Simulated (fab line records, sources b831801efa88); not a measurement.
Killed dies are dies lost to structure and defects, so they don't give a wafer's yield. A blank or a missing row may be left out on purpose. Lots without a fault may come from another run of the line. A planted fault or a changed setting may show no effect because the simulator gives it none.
Which tool did it? | flow gf180mcu | 13 lots, 39 wafers sampled, at 6 steps of a route of 602

WHAT THE GAUGES READ, wafer by wafer
GF_HV_LDD_TW_MEAS_11.
lot  | measured     | on            | HV_LDD_TW
L428 | day 10 00:15 | film_metro-01 | 2374 2382 2370
L429 | day 10 08:40 | film_metro-03 | 2414 2431 2404
L430 | day 10 17:07 | film_metro-03 | 2407 2414 2408
L431 | day 10 23:05 | film_metro-01 | 2388 2381 2379
L432 | day 11 06:05 | film_metro-01 | 2381 2386 2378
L433 | day 11 12:19 | film_metro-03 | 2426 2438 2436
L435 | day 12 13:57 | film_metro-01 | 2312 2329 2319
L439 | day 13 08:53 | film_metro-01 | 2312 2300 2319
L445 | day 15 09:42 | film_metro-01 | 2381 2363 2374
L446 | day 15 12:58 | film_metro-01 | 2365 2384 2374
L447 | day 15 23:55 | film_metro-01 | 2376 2373 2379
L449 | day 16 14:01 | film_metro-01 | 2399 2401 2408
L450 | day 16 22:49 | film_metro-03 | 2402 2409 2398

GF_HV_LDD_RS_MEAS_53: measures by four-point-probe.
lot  | measured     | on            | HV_LDD_RS (ohm/sq)
L428 | day 12 09:37 | film_metro-01 | 417.9 417.7 417.8
L429 | day 12 19:41 | film_metro-01 | 417.6 417.2 417.8
L430 | day 13 03:45 | film_metro-01 | 418.1 417.5 417.5
L431 | day 13 10:32 | film_metro-01 | 419.2 418.2 418.5
L432 | day 13 17:36 | film_metro-03 | 419.9 418.8 419.8
L433 | day 14 01:34 | film_metro-01 | 419.0 417.5 418.4
L435 | day 15 05:10 | film_metro-03 | 437.0 437.4 437.5
L439 | day 16 01:43 | film_metro-03 | 438.5 438.4 438.3
L445 | day 18 06:25 | film_metro-03 | 418.9 417.0 418.8
L446 | day 18 09:22 | film_metro-03 | 417.5 418.1 418.4
L447 | day 18 21:43 | film_metro-04 | 419.6 420.1 419.2
L449 | day 19 13:09 | film_metro-03 | 416.9 417.9 418.0
L450 | day 19 23:20 | film_metro-01 | 416.1 416.1 417.1

GF_V2_THK_MEAS_25: measures by xrf.
lot  | measured     | on            | V2_W_THK (nm)
L428 | day 20 11:14 | film_metro-04 | 353 362 362
L429 | day 20 18:19 | film_metro-03 | 373 369 370
L430 | day 21 06:25 | film_metro-01 | 360 364 358
L431 | day 21 14:31 | film_metro-01 | 358 357 365
L432 | day 21 21:58 | film_metro-01 | 351 351 356
L433 | day 22 06:52 | film_metro-04 | 351 358 352
L435 | day 23 11:44 | film_metro-03 | 347 361 349
L439 | day 24 08:56 | film_metro-03 | 358 343 354
L445 | day 26 12:00 | film_metro-03 | 356 354 362
L446 | day 26 13:20 | film_metro-01 | 363 358 364
L447 | day 26 23:05 | film_metro-04 | 364 361 353
L449 | day 27 13:58 | film_metro-04 | 351 360 349
L450 | day 27 22:10 | film_metro-04 | 355 358 358

GF_M3_CD_MEAS_14: target cd 280 nm.
lot  | measured     | on        | cd_nm (nm)
L428 | day 21 12:13 | cd_sem-02 | 280.2 279.8 279.7
L429 | day 21 18:31 | cd_sem-01 | 279.6 279.6 280.2
L430 | day 22 06:22 | cd_sem-02 | 278.1 278.0 277.5
L431 | day 22 14:40 | cd_sem-02 | 281.3 281.7 281.5
L432 | day 22 21:44 | cd_sem-01 | 277.1 277.7 278.4
L433 | day 23 06:40 | cd_sem-01 | 281.1 280.1 280.4
L435 | day 24 11:02 | cd_sem-01 | 280.8 281.9 281.3
L439 | day 25 07:28 | cd_sem-02 | 276.8 277.5 278.6
L445 | day 27 08:52 | cd_sem-02 | 281.0 281.0 280.4
L446 | day 27 10:20 | cd_sem-01 | 280.5 281.3 283.0
L447 | day 27 19:46 | cd_sem-01 | 281.1 280.8 279.4
L449 | day 28 10:13 | cd_sem-02 | 280.9 282.2 281.5
L450 | day 28 17:50 | cd_sem-01 | 279.8 279.2 279.8

WHICH TOOL RAN EACH LOT (tool, then ch and the chambers of the sampled wafers, then the start)
lot  | GF_HV_LDD_IMPLANT_09            | GF_V2_CVD_23
L428 | implanter-01 ch 0, day 10 00:00 | cvd_w-02 ch 0,1, day 20 11:01
L429 | implanter-03 ch 0, day 10 08:25 | cvd_w-01 ch 0, day 20 18:05
L430 | implanter-03 ch 0, day 10 16:52 | cvd_w-02 ch 0, day 21 06:11
L431 | implanter-03 ch 0, day 10 22:48 | cvd_w-01 ch 0,1, day 21 14:17
L432 | implanter-01 ch 0, day 11 05:51 | cvd_w-02 ch 1, day 21 21:43
L433 | implanter-01 ch 0, day 11 12:04 | cvd_w-02 ch 0,1, day 22 06:38
L435 | implanter-01 ch 0, day 12 13:31 | cvd_w-02 ch 0,1, day 23 11:29
L439 | implanter-01 ch 0, day 13 08:39 | cvd_w-01 ch 0,1, day 24 08:41
L445 | implanter-03 ch 0, day 15 09:27 | cvd_w-01 ch 0,1, day 26 11:46
L446 | implanter-04 ch 0, day 15 12:43 | cvd_w-01 ch 0,1, day 26 13:05
L447 | implanter-03 ch 0, day 15 23:40 | cvd_w-01 ch 0,1, day 26 22:52
L449 | implanter-04 ch 0, day 16 13:46 | cvd_w-02 ch 0,1, day 27 13:44
L450 | implanter-04 ch 0, day 16 22:34 | cvd_w-02 ch 0,1, day 27 21:57
- GF_HV_LDD_IMPLANT_09
- GF_V2_CVD_23: deposits W, target thk 350 nm, time 104.94 s.

WHAT THE TOOLS THEMSELVES READ (means of the sampled wafers that have a number; where no wafer has one, the mark that the record gives instead)
GF_HV_LDD_IMPLANT_09.
lot  | tool         | dose_ions_cm2 | faraday_current_uA
L428 | implanter-01 | 9.9963e+13    | 563
L429 | implanter-03 | 9.9920e+13    | 563
L430 | implanter-03 | 1.0008e+14    | 563
L431 | implanter-03 | 1.0001e+14    | 561
L432 | implanter-01 | 1.0004e+14    | 572
L433 | implanter-01 | 1.0013e+14    | 561
L435 | implanter-01 | 9.0107e+13    | 514
L439 | implanter-01 | 9.0077e+13    | 512
L445 | implanter-03 | 1.0000e+14    | 551
L446 | implanter-04 | 1.0015e+14    | 568
L447 | implanter-03 | 9.9943e+13    | 566
L449 | implanter-04 | 1.0014e+14    | 555
L450 | implanter-04 | 1.0014e+14    | 569

GF_V2_CVD_23.
lot  | tool     | heater_power_w (W)
L428 | cvd_w-02 | 756
L429 | cvd_w-01 | 838
L430 | cvd_w-02 | 809
L431 | cvd_w-01 | 853
L432 | cvd_w-02 | 644
L433 | cvd_w-02 | 695
L435 | cvd_w-02 | 697
L439 | cvd_w-01 | 846
L445 | cvd_w-01 | 852
L446 | cvd_w-01 | 854
L447 | cvd_w-01 | 854
L449 | cvd_w-02 | 703
L450 | cvd_w-02 | 748

THE ANSWER, worked out from the rows above alone
Rule: what is usual is taken from the lots themselves. Put in order of their means at a reading, lots are off if they are a third of the lots or fewer, leave a main group of 4 or more, and stand apart from it by a gap of 3 or more times the standard deviation of the main group's means; of several such gaps the widest counts. A main group whose means are all the same, to the digits that the tables above print for the reading, isn't used. A lot without any number at a reading at which 4 lots or more have one is off too. The other lots that the step has rows for count as sound. The gauges are gone through in route order, then the tools' own readings, and for those a lot's mean is taken as printed above. The first step at which some lot is off is used, and at that step the reading that is off furthest; a lot without a number counts as furthest.
Off: L435, L439, at GF_HV_LDD_RS_MEAS_53 (HV_LDD_RS). The main group: mean 418.1 ohm/sq, standard deviation 0.87.
A tool fits if, at a process step before that reading, it ran every lot that is off, and no sound lot after the first of them. The gauges at GF_HV_LDD_RS_MEAS_53 aren't tried: what is off there is off at GF_HV_LDD_IMPLANT_09 too, on other tools, and a gauge's error can't cause that. One fits: implanter-01 at GF_HV_LDD_IMPLANT_09. Its last sound lot is L433 (day 11 12:04), its first lot that is off L435 (day 12 13:31): a fault that began between those two fits.
The tool's own readings at GF_HV_LDD_IMPLANT_09 bear it out: on the lots that are off they differ by more than 5 times the standard deviation of the sound lots' means. dose_ions_cm2 reads 9.0092e+13 there against 1.0005e+14 on the sound lots; faraday_current_uA reads 513 there against 563 on the sound lots.

WHAT THE SIMULATOR HAD PUT IN
Process parameter drift: implanter-01, from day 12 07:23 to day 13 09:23, at GF_HV_LDD_IMPLANT_09. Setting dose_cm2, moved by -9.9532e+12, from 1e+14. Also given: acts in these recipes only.
Lots struck among those shown: L435, L439. The rule above found the same.
